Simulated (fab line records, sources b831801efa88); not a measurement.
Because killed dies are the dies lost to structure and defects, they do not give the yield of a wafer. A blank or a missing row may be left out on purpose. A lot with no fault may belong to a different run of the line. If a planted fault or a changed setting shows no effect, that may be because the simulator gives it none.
fab line records    flow sky130
record: lots: 5  wafers: 15  last-day: 50
route steps=708 shown SD_P@327 RES_XHIGH@332 SD_N@342 SALICIDE@361 PAD_OPEN@708
lots with no fault: from the same line, run without faults
start-h: start of the lot's first displayed wafer, in hours after the record's first day    wait-h: hours from the lot's prior step to this one    " unchanged from the row above    L1.1+2: a row that stands for several wafers    - no value, or no start was given    * or withheld: withheld    < > ~ a bound
route shown NAME@n: a module of which the file shows steps, and the number in the route of the first    usual: mean and standard deviation over wafers with no fault    same: alike in all rows    chamber/n: place in a boat    sites: the reading at each site    _std_site: standard deviation across them    _edge_site: mean of outer sites minus mean of inner sites    radius-mm: how far each site lies from the wafer's centre    mask NAME#n: copy n    behind: the most recent tool/chamber to have shaped the wafer    hold: reason for holding the lot/hours on hold/outcome of the hold    device: names the non-switching transistor (n, p or np)    end of line: the route-end tests of the same wafers    for a step that has no rows: nothing shown but its recipe    killed: the dies lost at the first sort to structure and to defects; this is not the yield of the wafer    map: per-die view of a wafer (x killed, . not killed, _ where there is no die)
set.NAME: the run value of the setting; set.NAME@STEP: its run value at that earlier step    model.NAME: the simulator's own value behind a step, which no gauge read
certain route steps with their lots: each step a table, each wafer a row
services: from which hour (start-h, from the record's first day; less than 0 if before it) a tool's chamber was out of use, for how many hours, and why
== steps ==
step: SKY_SD_P_CD_MEAS_07
recipe: target-cd-nm: 380
usual: cd-nm: 380.7/2.5
lot.wafer  tool       chamber  start-h  wait-h  cd-nm
L622.1     cd-sem-02  -        605.25   0.1     379.8
L622.2     "          -        "        "       378.0
L622.3     "          -        "        "       379.7
L630.1     cd-sem-01  -        681.81   0.1     379.2
L630.5     "          -        "        "       379.5
L630.6     "          -        "        "       377.9
L635.1     cd-sem-01  -        715.11   0.1     380.3
L635.2     "          -        "        "       380.6
L635.3     "          -        "        "       382.2
L639.1     cd-sem-01  -        746.95   0.1     384.3
L639.2     "          -        "        "       387.1
L639.6     "          -        "        "       386.6
L643.1     cd-sem-02  -        774.17   0.1     380.9
L643.3     "          -        "        "       378.4
L643.5     "          -        "        "       377.8
step: SKY_SD_P_OVL_MEAS_08
usual: SD_P_OVL: 0.3/1.5
lot.wafer  tool        chamber  start-h  wait-h  SD_P_OVL[nm]
L622.1     overlay-02  -        605.37   0.1     0.2
L622.2     "           -        "        "       -0.1
L622.3     "           -        "        "       0.4
L630.1     overlay-01  -        681.93   0.1     1.2
L630.5     "           -        "        "       1.0
L630.6     "           -        "        "       0.5
L635.1     overlay-01  -        715.23   0.1     -0.4
L635.2     "           -        "        "       0.1
L635.3     "           -        "        "       0.0
L639.1     overlay-01  -        747.07   0.1     1.0
L639.2     "           -        "        "       1.1
L639.6     "           -        "        "       3.1
L643.1     overlay-02  -        774.29   0.1     -0.1
L643.3     "           -        "        "       -1.3
L643.5     "           -        "        "       -0.1
step: SKY_SD_P_IMPLANT_09
recipe: species: BF2  energy-kev: 20  dose-cm2: 3e+15  tilt-deg: 0
step: SKY_SD_P_STRIP_10
recipe: chemistry: O2/N2  power-w: 1400  pressure-mtorr: 1500  platen-temp-c: withheld  o2-flow-sccm: 3000  n2-flow-sccm: 300  overash-fraction: 0.5
usual: chamber-pressure-mTorr: 1499.8/1.4  drypump-motor-current-A: 5.7/0.32  n2-flow-sccm: 300.2/0.92  oes-product-au: 0.617/0.0043  strip-time-to-endpoint-s: 17.49/0.037
lot.wafer  tool             chamber  start-h  wait-h  chamber-pressure-mTorr  drypump-motor-current-A  n2-flow-sccm  oes-product-au  rf-hours-counter-h  strip-time-to-endpoint-s
L622.1     plasma-asher-04  1        605.56   0.1     1498.4                  5.1                      299.8         0.611           18                  17.54
L622.2     "                0        "        "       1501.5                  5.7                      299.5         0.621           18                  17.54
L622.3     "                1        "        "       1501.4                  5.1                      299.4         0.618           -                   17.48
L630.1     plasma-asher-04  1        682.11   0.1     1501.5                  5.0                      300.1         0.612           26                  17.46
L630.5     "                1        "        "       1499.4                  5.0                      301.1         0.621           -                   17.45
L630.6     "                0        "        "       1497.8                  5.7                      300.1         0.620           -                   17.44
L635.1     plasma-asher-01  0        715.41   0.1     1499.9                  5.9                      301.0         0.615           60                  17.56
L635.2     "                1        "        "       1497.7                  5.8                      301.1         0.613           60                  17.50
L635.3     "                0        "        "       1501.0                  5.9                      300.2         0.616           -                   17.48
L639.1     plasma-asher-01  0        747.25   0.1     1499.9                  5.9                      299.8         0.618           63                  17.56
L639.2     "                1        "        "       1502.2                  5.8                      300.3         0.621           63                  17.50
L639.6     "                0        "        "       1500.0                  5.9                      298.7         0.624           -                   17.51
L643.1     plasma-asher-01  0        774.48   0.1     1497.0                  5.9                      299.6         0.620           66                  17.45
L643.3     "                1        "        "       1500.0                  5.8                      300.9         0.621           -                   17.45
L643.5     "                1        "        "       1496.8                  5.8                      301.0         0.621           -                   17.50
step: SKY_SD_P_TW_MEAS_11
usual: SD_P_TW: 2845/16
lot.wafer  tool           chamber  start-h  wait-h  SD_P_TW
L622.1     film-metro-01  -        605.66   0.1     2843
L622.2     "              -        "        "       2842
L622.3     "              -        "        "       2835
L630.1     film-metro-04  -        682.21   0.1     2873
L630.5     "              -        "        "       2870
L630.6     "              -        "        "       2870
L635.1     film-metro-01  -        715.51   0.1     2835
L635.2     "              -        "        "       2837
L635.3     "              -        "        "       2840
L639.1     film-metro-03  -        747.35   0.1     2854
L639.2     "              -        "        "       2842
L639.6     "              -        "        "       2829
L643.1     film-metro-04  -        774.58   0.1     2870
L643.3     "              -        "        "       2853
L643.5     "              -        "        "       2851
step: SKY_RES_XHIGH_DEHYDRATE_00
recipe: temp-c: 200  time-s: 60
step: SKY_RES_XHIGH_HMDS_01
recipe: prime-time-s: 60  prime-temp-c: 120
step: SKY_RES_XHIGH_COAT_02
recipe: resist: NOVOLAK  spin-rpm: 3000  resist-thk-nm: 1140
step: SKY_RES_XHIGH_SOFTBAKE_03
recipe: temp-c: 90  time-s: 60  resist: NOVOLAK
step: SKY_RES_XHIGH_EXPOSE_04
recipe: mask-id: URPM  na: 0.6  source-shape: conventional  sigma-outer: 0.6  polarization: unpolarized  target-cd-nm: 1270  dose-mj: 140
step: SKY_RES_XHIGH_PEB_05
recipe: temp-c: withheld  time-s: *  resist: NOVOLAK
step: SKY_RES_XHIGH_DEVELOP_06
recipe: resist: NOVOLAK  developer: TMAH  develop-time-s: 60  dev-temp-c: 23
step: SKY_RES_XHIGH_IMPLANT_07
recipe: species: BF2  energy-kev: 20  dose-cm2: 3.6e+14  tilt-deg: 0
usual: beam-energy-keV: 20.000/0.0063  dose-ions-cm2: 3.6e+14/3.6e+11  faraday-current-uA: 559/39
lot.wafer  tool          chamber  start-h  wait-h  beam-energy-keV  dose-ions-cm2  faraday-current-uA
L622.1     implanter-02  0        634.90   0.1     20.002           3.603e+14      572
L622.2     "             0        "        "       19.992           3.608e+14      559
L622.3     "             0        "        "       20.005           3.598e+14      565
L630.1     implanter-02  0        710.62   0.1     20.005           3.598e+14      558
L630.5     "             0        "        "       20.000           3.599e+14      571
L630.6     "             0        "        "       20.000           3.602e+14      584
L635.1     implanter-01  0        742.90   0.1     20.019           3.598e+14      630
L635.2     "             0        "        "       20.004           3.596e+14      623
L635.3     "             0        "        "       20.003           3.6e+14        614
L639.1     implanter-03  0        774.01   0.1     20.000           3.607e+14      511
L639.2     "             0        "        "       20.002           3.602e+14      499
L639.6     "             0        "        "       20.003           3.608e+14      510
L643.1     implanter-02  0        801.21   0.1     19.993           3.601e+14      555
L643.3     "             0        "        "       19.992           3.598e+14      572
L643.5     "             0        "        "       19.996           3.603e+14      575
step: SKY_RES_XHIGH_STRIP_08
recipe: chemistry: O2/N2  power-w: 1400  pressure-mtorr: 1500  platen-temp-c: withheld  o2-flow-sccm: 3000  n2-flow-sccm: 300  overash-fraction: 0.5
usual: chamber-pressure-mTorr: 1500.0/1.3  drypump-motor-current-A: 5.87/0.091  n2-flow-sccm: 300.0/0.94  oes-product-au: 0.711/0.0046  strip-time-to-endpoint-s: 14.27/0.037
lot.wafer  tool             chamber  start-h  wait-h  chamber-pressure-mTorr  drypump-motor-current-A  n2-flow-sccm  oes-product-au  rf-hours-counter-h  strip-time-to-endpoint-s
L622.1     plasma-asher-01  1        635.05   0.1     1500.8                  5.79                     299.2         0.711           52                  14.27
L622.2     "                0        "        "       1499.6                  5.86                     299.8         0.713           52                  14.22
L622.3     "                1        "        "       1498.9                  5.80                     299.2         0.710           -                   14.29
L630.1     plasma-asher-03  0        710.77   0.1     1499.3                  5.98                     299.9         0.705           102                 14.23
L630.5     "                0        "        "       1500.4                  5.98                     300.8         0.716           -                   14.20
L630.6     "                1        "        "       1499.7                  5.83                     301.1         0.712           -                   14.25
L635.1     plasma-asher-01  1        743.05   0.1     1499.9                  5.84                     302.2         0.703           63                  14.20
L635.2     "                0        "        "       1497.7                  5.89                     299.8         0.710           63                  14.25
L635.3     "                0        "        "       1501.8                  5.84                     300.8         0.717           -                   14.19
L639.1     plasma-asher-02  1        774.16   0.1     1500.7                  5.70                     299.9         0.714           88                  14.31
L639.2     "                0        "        "       1500.3                  5.98                     298.9         0.700           88                  14.28
L639.6     "                0        "        "       1500.0                  6.04                     298.5         0.704           -                   14.27
L643.1     plasma-asher-03  1        801.36   0.1     1499.0                  5.86                     299.1         0.715           4                   14.28
L643.3     "                1        "        "       1501.1                  5.84                     300.0         0.708           -                   14.32
L643.5     "                0        "        "       1499.5                  5.97                     300.5         0.706           -                   14.25
step: SKY_RES_XHIGH_TW_MEAS_09
usual: RES_XHIGH_TW: 1649/9.5
lot.wafer  tool           chamber  start-h  wait-h  RES_XHIGH_TW
L622.1     film-metro-03  -        635.15   0.1     1651
L622.2     "              -        "        "       1649
L622.3     "              -        "        "       1661
L630.1     film-metro-04  -        710.87   0.1     1633
L630.5     "              -        "        "       1633
L630.6     "              -        "        "       1642
L635.1     film-metro-01  -        743.15   0.1     1624
L635.2     "              -        "        "       1640
L635.3     "              -        "        "       1629
L639.1     film-metro-03  -        774.26   0.1     1646
L639.2     "              -        "        "       1644
L639.6     "              -        "        "       1644
L643.1     film-metro-04  -        801.46   0.1     1642
L643.3     "              -        "        "       1653
L643.5     "              -        "        "       1650
step: SKY_SD_N_DEHYDRATE_00
recipe: temp-c: 200  time-s: 60
step: SKY_SD_N_HMDS_01
recipe: prime-time-s: 60  prime-temp-c: 120
step: SKY_SD_N_COAT_02
recipe: resist: NOVOLAK  spin-rpm: 3000  resist-thk-nm: 1140
step: SKY_SD_N_SOFTBAKE_03
recipe: temp-c: 90  time-s: 60  resist: NOVOLAK
step: SKY_SD_N_EXPOSE_04
recipe: mask-id: NSDM  na: 0.6  source-shape: conventional  sigma-outer: 0.6  polarization: unpolarized  target-cd-nm: 380  dose-mj: 141
step: SKY_SD_N_PEB_05
recipe: temp-c: withheld  time-s: *  resist: NOVOLAK
step: SKY_SD_N_DEVELOP_06
recipe: resist: NOVOLAK  developer: TMAH  develop-time-s: 60  dev-temp-c: 23
step: SKY_SD_N_CD_MEAS_07
recipe: target-cd-nm: 380
usual: cd-nm: 381.1/2.4
lot.wafer  tool       chamber  start-h  wait-h  cd-nm
L622.1     cd-sem-02  -        663.10   0.1     386.7
L622.2     "          -        "        "       386.1
L622.3     "          -        "        "       384.3
L630.1     cd-sem-02  -        738.82   0.1     381.7
L630.5     "          -        "        "       384.7
L630.6     "          -        "        "       385.8
L635.1     cd-sem-02  -        769.90   0.1     381.6
L635.2     "          -        "        "       381.4
L635.3     "          -        "        "       382.2
L639.1     cd-sem-02  -        800.22   0.1     382.3
L639.2     "          -        "        "       382.7
L639.6     "          -        "        "       384.7
L643.1     cd-sem-01  -        828.47   0.1     381.9
L643.3     "          -        "        "       384.1
L643.5     "          -        "        "       385.7
step: SKY_SD_N_OVL_MEAS_08
usual: SD_N_OVL: -1.0/1.5
lot.wafer  tool        chamber  start-h  wait-h  SD_N_OVL[nm]
L622.1     overlay-02  -        663.22   0.1     -0.7
L622.2     "           -        "        "       -0.7
L622.3     "           -        "        "       -2.2
L630.1     overlay-02  -        738.94   0.1     -1.8
L630.5     "           -        "        "       -1.8
L630.6     "           -        "        "       -4.2
L635.1     overlay-02  -        770.02   0.1     -1.9
L635.2     "           -        "        "       -2.2
L635.3     "           -        "        "       -3.1
L639.1     overlay-02  -        800.34   0.1     -1.7
L639.2     "           -        "        "       -2.9
L639.6     "           -        "        "       -3.2
L643.1     overlay-02  -        828.59   0.1     -3.7
L643.3     "           -        "        "       -2.3
L643.5     "           -        "        "       -5.1
step: SKY_SD_N_IMPLANT_09
recipe: species: As  energy-kev: 50  dose-cm2: 4e+15  tilt-deg: 0
step: SKY_SD_N_IMPLANT_10
recipe: species: P  energy-kev: 20  dose-cm2: 1e+14  tilt-deg: 0
step: SKY_SD_N_STRIP_11
recipe: chemistry: O2/N2  power-w: 1400  pressure-mtorr: 1500  platen-temp-c: withheld  o2-flow-sccm: 3000  n2-flow-sccm: 300  overash-fraction: 0.5
usual: chamber-pressure-mTorr: 1499.9/1.4  drypump-motor-current-A: 5.6/0.35  n2-flow-sccm: 300.1/0.88  oes-product-au: 0.527/0.0041  strip-time-to-endpoint-s: 22.54/0.042
lot.wafer  tool             chamber  start-h  wait-h  chamber-pressure-mTorr  drypump-motor-current-A  n2-flow-sccm  oes-product-au  rf-hours-counter-h  strip-time-to-endpoint-s
L622.1     plasma-asher-04  0        663.55   0.1     1498.3                  5.7                      299.3         0.528           24                  22.56
L622.2     "                1        "        "       1502.6                  5.0                      300.1         0.526           24                  22.57
L622.3     "                1        "        "       1498.2                  5.0                      300.5         0.524           -                   22.58
L630.1     plasma-asher-01  1        739.28   0.1     1498.0                  5.8                      300.3         0.530           62                  22.47
L630.5     "                0        "        "       1498.0                  5.8                      299.9         0.523           -                   22.51
L630.6     "                1        "        "       1498.0                  5.8                      301.0         0.525           -                   22.46
L635.1     plasma-asher-04  1        770.35   0.1     1500.3                  5.0                      299.6         0.520           36                  22.57
L635.2     "                0        "        "       1499.0                  5.7                      300.9         0.525           36                  22.57
L635.3     "                1        "        "       1500.4                  5.0                      300.1         0.532           -                   22.56
L639.1     plasma-asher-03  0        800.68   0.1     1498.8                  6.0                      300.5         0.533           4                   22.51
L639.2     "                1        "        "       1500.8                  5.9                      299.7         0.526           4                   22.56
L639.6     "                0        "        "       1500.3                  6.0                      300.5         0.528           -                   22.50
L643.1     plasma-asher-04  0        828.93   0.1     1497.7                  5.7                      301.2         0.527           42                  22.51
L643.3     "                1        "        "       1497.3                  5.0                      299.2         0.531           -                   22.49
L643.5     "                1        "        "       1498.8                  5.0                      298.0         0.537           -                   22.45
step: SKY_SD_N_TW_MEAS_12
usual: SD_N_TW: 4013/20
lot.wafer  tool           chamber  start-h  wait-h  SD_N_TW
L622.1     film-metro-01  -        663.65   0.1     4014
L622.2     "              -        "        "       3987
L622.3     "              -        "        "       3959
L630.1     film-metro-04  -        739.38   0.1     4036
L630.5     "              -        "        "       4037
L630.6     "              -        "        "       4060
L635.1     film-metro-03  -        770.45   0.1     3994
L635.2     "              -        "        "       3976
L635.3     "              -        "        "       3986
L639.1     film-metro-04  -        800.78   0.1     4016
L639.2     "              -        "        "       4016
L639.6     "              -        "        "       3997
L643.1     film-metro-03  -        829.03   0.1     4011
L643.3     "              -        "        "       4035
L643.5     "              -        "        "       4012
step: SKY_SD_N_CLEAN_13
recipe: chemistry: SC1/SC2  mix: 1:4:20  temp-c: 70  time-s: 150  dry: n2-spin
step: SKY_SD_N_RTA_14
recipe: temp-c: 1075  time-s: 2  idle-temp-c: 650  ramp-up-c-per-s: 150  ramp-down-c-per-s: 90  ambient: N2
usual: anneal-temp-c-max: 1082.0/1.6  lamp-power-pct: 15.75/0.051  wafer_temp_C_max: 1077.9/1.4
lot.wafer  tool           chamber  start-h  wait-h  anneal-temp-c-max  lamp-power-pct  wafer_temp_C_max
L622.1     rtp-anneal-02  0        663.77   0.0     1083.4             15.72           1078.1
L622.2     "              0        "        "       1082.4             15.71           1078.8
L622.3     "              0        "        "       1082.0             15.76           1078.1
L630.1     rtp-anneal-02  0        739.50   0.0     1082.2             15.76           1078.6
L630.5     "              0        "        "       1083.3             15.71           1079.8
L630.6     "              0        "        "       1083.6             15.67           1077.7
L635.1     rtp-anneal-01  0        770.56   0.0     1082.5             15.79           1075.8
L635.2     "              0        "        "       1080.7             15.77           1076.6
L635.3     "              0        "        "       1081.8             15.76           1076.7
L639.1     rtp-anneal-02  0        800.89   0.0     1083.2             15.76           1078.9
L639.2     "              0        "        "       1084.4             15.76           1079.3
L639.6     "              0        "        "       1083.1             15.68           1076.4
L643.1     rtp-anneal-02  0        829.14   0.0     1083.2             15.74           1077.6
L643.3     "              0        "        "       1081.1             15.78           1079.2
L643.5     "              0        "        "       1080.1             15.69           1079.7
step: SKY_SD_N_RS_MEAS_16
recipe: thk-meas-gauge: four-point-probe
usual: SD_N_RS: 68.58/0.11
lot.wafer  tool           chamber  start-h  wait-h  SD_N_RS[ohm/sq]
L622.1     film-metro-03  -        663.94   0.1     68.62
L622.2     "              -        "        "       68.72
L622.3     "              -        "        "       68.71
L630.1     film-metro-03  -        739.67   0.1     68.56
L630.5     "              -        "        "       68.59
L630.6     "              -        "        "       68.39
L635.1     film-metro-04  -        770.74   0.1     68.56
L635.2     "              -        "        "       68.64
L635.3     "              -        "        "       68.37
L639.1     film-metro-01  -        801.06   0.1     68.65
L639.2     "              -        "        "       68.62
L639.6     "              -        "        "       68.73
L643.1     film-metro-03  -        829.32   0.1     68.46
L643.3     "              -        "        "       68.45
L643.5     "              -        "        "       68.66
step: SKY_SD_N_RS_MEAS_17
recipe: thk-meas-gauge: four-point-probe
usual: SD_P_RS: 147.1/0.39
lot.wafer  tool           chamber  start-h  wait-h  SD_P_RS[ohm/sq]
L622.1     film-metro-03  -        664.06   0.1     147.2
L622.2     "              -        "        "       147.4
L622.3     "              -        "        "       147.0
L630.1     film-metro-03  -        739.79   0.1     146.6
L630.5     "              -        "        "       146.8
L630.6     "              -        "        "       146.7
L635.1     film-metro-04  -        770.86   0.1     146.9
L635.2     "              -        "        "       147.0
L635.3     "              -        "        "       146.6
L639.1     film-metro-01  -        801.18   0.1     146.8
L639.2     "              -        "        "       147.6
L639.6     "              -        "        "       147.4
L643.1     film-metro-03  -        829.44   0.1     147.1
L643.3     "              -        "        "       146.9
L643.5     "              -        "        "       147.0
step: SKY_SD_N_RS_MEAS_18
recipe: thk-meas-gauge: four-point-probe
usual: RES_XHIGH_RS: 333.3/1.2
lot.wafer  tool           chamber  start-h  wait-h  RES_XHIGH_RS[ohm/sq]
L622.1     film-metro-03  -        664.18   0.1     333.0
L622.2     "              -        "        "       332.6
L622.3     "              -        "        "       332.2
L630.1     film-metro-03  -        739.91   0.1     348.5
L630.5     "              -        "        "       349.9
L630.6     "              -        "        "       350.0
L635.1     film-metro-04  -        770.98   0.1     334.2
L635.2     "              -        "        "       332.1
L635.3     "              -        "        "       333.9
L639.1     film-metro-01  -        801.30   0.1     334.2
L639.2     "              -        "        "       333.6
L639.6     "              -        "        "       334.7
L643.1     film-metro-03  -        829.56   0.1     331.6
L643.3     "              -        "        "       330.5
L643.5     "              -        "        "       332.1
step: SKY_SALICIDE_CLEAN_00
recipe: chemistry: HF-last  time-s: 30  dilution: 100:1  dry: ipa-marangoni
step: SKY_PAD_OPEN_PROBE_99
usual: killed_at_M0_to_M3: 41/6.2  killed_at_M4_up: 3.0/1.7  killed-at-contacts: 25/5.8  killed-at-front-end: 16/4.5  killed-at-other: 0.2/0.42  killed-dies: 85/8.4  killed-on-rim: 17/4.1  killed-open: 46/5.9  killed-short: 39/6.3
same: gross-dies: 492  killed-at-back-side: 0
lot.wafer  tool       chamber  start-h  wait-h  killed_at_M0_to_M3  killed_at_M4_up  killed-at-contacts  killed-at-front-end  killed-at-other  killed-dies  killed-on-rim  killed-open  killed-short  model.etest.res-xhigh-po.rs-ohm-sq-range
L622.1     prober-02  -        1090.57  0.1     52                  3                15                  22                   0                92           23             41           51            57.47
L622.2     prober-02  -        1090.62  0.1     38                  4                36                  18                   1                97           22             49           48            56.47
L622.3     prober-02  -        1090.67  0.2     44                  1                23                  19                   0                87           15             58           29            55.76
L630.1     prober-02  -        1142.77  0.1     37                  2                24                  11                   0                74           12             43           31            2288
L630.5     prober-02  -        1142.97  0.2     54                  3                16                  11                   1                85           16             50           35            2209
L630.6     prober-02  -        1143.02  0.2     46                  2                22                  17                   0                87           17             42           45            2270
L635.1     prober-01  -        1165.92  0.1     44                  5                24                  10                   0                83           17             49           34            69.39
L635.2     prober-01  -        1165.97  0.1     36                  4                22                  16                   0                78           16             42           36            87.63
L635.3     prober-01  -        1166.02  0.2     52                  1                24                  15                   0                92           18             46           46            96.98
L639.1     prober-02  -        1187.32  0.1     44                  4                34                  14                   0                96           11             51           45            86.7
L639.2     prober-02  -        1187.37  0.1     40                  3                26                  18                   0                87           16             52           35            84.41
L639.6     prober-02  -        1187.57  0.2     46                  1                26                  14                   0                87           21             46           41            81.19
L643.1     prober-01  -        1202.81  0.1     35                  0                30                  8                    0                73           10             44           29            34.91
L643.3     prober-01  -        1202.91  0.2     44                  1                34                  18                   0                97           17             48           48            27.15
L643.5     prober-01  -        1203.01  0.2     55                  1                22                  13                   0                91           21             43           48            41.81
killed by level:class
L622.1 VIA1:geometric-particle:open=12 METAL2:geometric-particle:short=9 FIELD_ISO:geometric-particle:short=8 METAL1:geometric-particle:short=7 LI_CONTACT:geometric-particle:open=6 VIA3:geometric-particle:open=6 VIA2:geometric-particle:open=5 POLY_GATE:geometric-particle:short=4
L622.2 CONTACT:geometric-particle:open=13 VIA1:geometric-particle:open=10 LI_CONTACT:geometric-particle:open=8 METAL2:geometric-particle:short=6 LI_CONTACT:geometric-particle:short=5 METAL1:geometric-particle:short=5 CONTACT:geometric-particle:short=5 FIELD_ISO:geometric-particle:open=4
L622.3 VIA1:geometric-particle:open=14 LI_CONTACT:geometric-particle:open=12 CONTACT:geometric-particle:open=7 VIA3:geometric-particle:open=7 POLY_GATE:geometric-particle:open=6 METAL1:geometric-particle:short=6 POLY_GATE:geometric-particle:short=5 VIA2:geometric-particle:open=5
L630.1 VIA1:geometric-particle:open=9 VIA3:geometric-particle:open=8 LI_CONTACT:geometric-particle:open=7 CONTACT:geometric-particle:open=7 CONTACT:geometric-particle:short=6 METAL1:geometric-particle:short=3 VIA1:geometric-particle:short=3 VIA2:geometric-particle:open=3
L630.5 VIA3:geometric-particle:open=15 VIA1:geometric-particle:open=11 CONTACT:geometric-particle:open=8 VIA2:geometric-particle:open=8 METAL2:geometric-particle:short=5 METAL3:geometric-particle:short=4 POLY_GATE:geometric-particle:short=3 LOCAL_INTERCONNECT:geometric-particle:short=3
L630.6 CONTACT:geometric-particle:open=11 VIA1:geometric-particle:open=9 METAL1:geometric-particle:short=6 VIA2:geometric-particle:open=6 POLY_GATE:geometric-particle:short=5 CONTACT:geometric-particle:short=5 VIA2:geometric-particle:short=5 VIA3:geometric-particle:open=5
L635.1 VIA1:geometric-particle:open=13 CONTACT:geometric-particle:open=8 CONTACT:geometric-particle:short=7 FIELD_ISO:geometric-particle:open=6 METAL3:geometric-particle:short=6 LI_CONTACT:geometric-particle:open=5 METAL1:geometric-particle:open=4 VIA2:geometric-particle:open=4
L635.2 VIA1:geometric-particle:open=10 METAL1:geometric-particle:short=9 LI_CONTACT:geometric-particle:open=8 VIA3:geometric-particle:open=6 FIELD_ISO:geometric-particle:open=5 CONTACT:geometric-particle:open=5 FIELD_ISO:geometric-particle:short=4 LI_CONTACT:geometric-particle:short=4
L635.3 VIA1:geometric-particle:open=14 CONTACT:geometric-particle:open=12 METAL1:geometric-particle:short=9 METAL2:geometric-particle:short=6 VIA2:geometric-particle:short=6 POLY_GATE:geometric-particle:short=5 CONTACT:geometric-particle:short=5 VIA1:geometric-particle:short=5
L639.1 CONTACT:geometric-particle:open=17 VIA1:geometric-particle:open=15 CONTACT:geometric-particle:short=10 METAL1:geometric-particle:short=6 LI_CONTACT:geometric-particle:open=5 FIELD_ISO:geometric-particle:short=4 METAL2:geometric-particle:short=4 VIA2:geometric-particle:short=3
L639.2 CONTACT:geometric-particle:open=16 VIA1:geometric-particle:open=12 POLY_GATE:geometric-particle:short=8 VIA3:geometric-particle:open=5 FIELD_ISO:geometric-particle:short=4 LI_CONTACT:geometric-particle:open=4 VIA2:geometric-particle:short=4 VIA2:geometric-particle:open=4
L639.6 CONTACT:geometric-particle:open=11 VIA1:geometric-particle:open=11 VIA3:geometric-particle:open=8 CONTACT:geometric-particle:short=7 VIA1:geometric-particle:short=7 FIELD_ISO:geometric-particle:open=5 LI_CONTACT:geometric-particle:open=5 VIA3:geometric-particle:short=5
L643.1 LI_CONTACT:geometric-particle:open=10 VIA1:geometric-particle:open=8 CONTACT:geometric-particle:open=7 VIA3:geometric-particle:open=7 CONTACT:geometric-particle:short=6 VIA2:geometric-particle:open=6 FIELD_ISO:geometric-particle:short=5 METAL1:geometric-particle:short=5
L643.3 CONTACT:geometric-particle:open=13 VIA1:geometric-particle:open=10 LOCAL_INTERCONNECT:geometric-particle:short=10 METAL1:geometric-particle:short=8 LI_CONTACT:geometric-particle:open=7 METAL2:geometric-particle:short=7 FIELD_ISO:geometric-particle:open=6 VIA1:geometric-particle:short=4
L643.5 VIA1:geometric-particle:open=14 LI_CONTACT:geometric-particle:short=7 VIA3:geometric-particle:open=7 METAL1:geometric-particle:short=7 METAL2:geometric-particle:short=7 VIA2:geometric-particle:open=7 POLY_GATE:geometric-particle:short=6 LOCAL_INTERCONNECT:geometric-particle:short=6
== services ==
tool             chamber  start-h  hours  kind
plasma-asher-02  -        585.15   2.8    pm
implanter-01     -        586.31   3.4    pm
implanter-02     -        586.41   3.4    repair
plasma-asher-02  -        599.15   7.2    repair
plasma-asher-01  -        626.76   2.8    pm
plasma-asher-01  -        647.84   2.0    repair
implanter-01     -        680.47   1.7    repair
plasma-asher-02  -        681.34   8.2    repair
plasma-asher-01  -        684.47   0.5    repair
implanter-03     -        686.66   3.2    pm
plasma-asher-03  -        712.77   6.4    repair
plasma-asher-03  -        733.75   9.0    pm
plasma-asher-03  0        733.75   9.0    vent-cycle
plasma-asher-03  1        733.75   9.0    vent-cycle
plasma-asher-03  0        742.75   -      clean
plasma-asher-03  1        742.75   -      clean
implanter-01     -        745.53   33.7   pm
plasma-asher-03  -        762.36   8.8    repair
implanter-03     -        780.98   1.4    repair
implanter-03     -        790.14   2.9    repair
rtp-anneal-02    -        793.01   4.6    pm
plasma-asher-03  -        795.80   2.8    repair
implanter-03     -        811.76   13.8   repair
== key ==
first-sign: step: SKY_SD_N_RS_MEAS_18  reading: RES_XHIGH_RS  direction: up  sigmas: 13  usual: 333.3  struck: 349.5
effect none on later readings
model-effect: step: SKY_PAD_OPEN_PROBE_99  value: etest.res-xhigh-po.rs-ohm-sq-range  without: 56.63  struck: 2256
met-at SKY_RES_XHIGH_IMPLANT_07
struck-wafers L630.1,L630.5,L630.6
tester-left-out L630
onset-between 634.90 710.62
also-fits SKY_SD_P_STRIP_10:plasma-asher-04,SKY_SD_N_STRIP_11:plasma-asher-01
fault: kind: process-parameter-drift  tool: implanter-02  chamber: -  onset-h: 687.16  steps: SKY_RES_XHIGH_IMPLANT_07  channel: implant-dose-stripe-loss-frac  offset: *  shape: step  end-h: 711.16
tester-left-out: of these lots the tester's yield and bins aren't shown, on N5 and GAA mostly nor the transistor test; their killed dies are dies lost to structure and defects alone, not to doping, threshold or leakage, so they don't give the yield
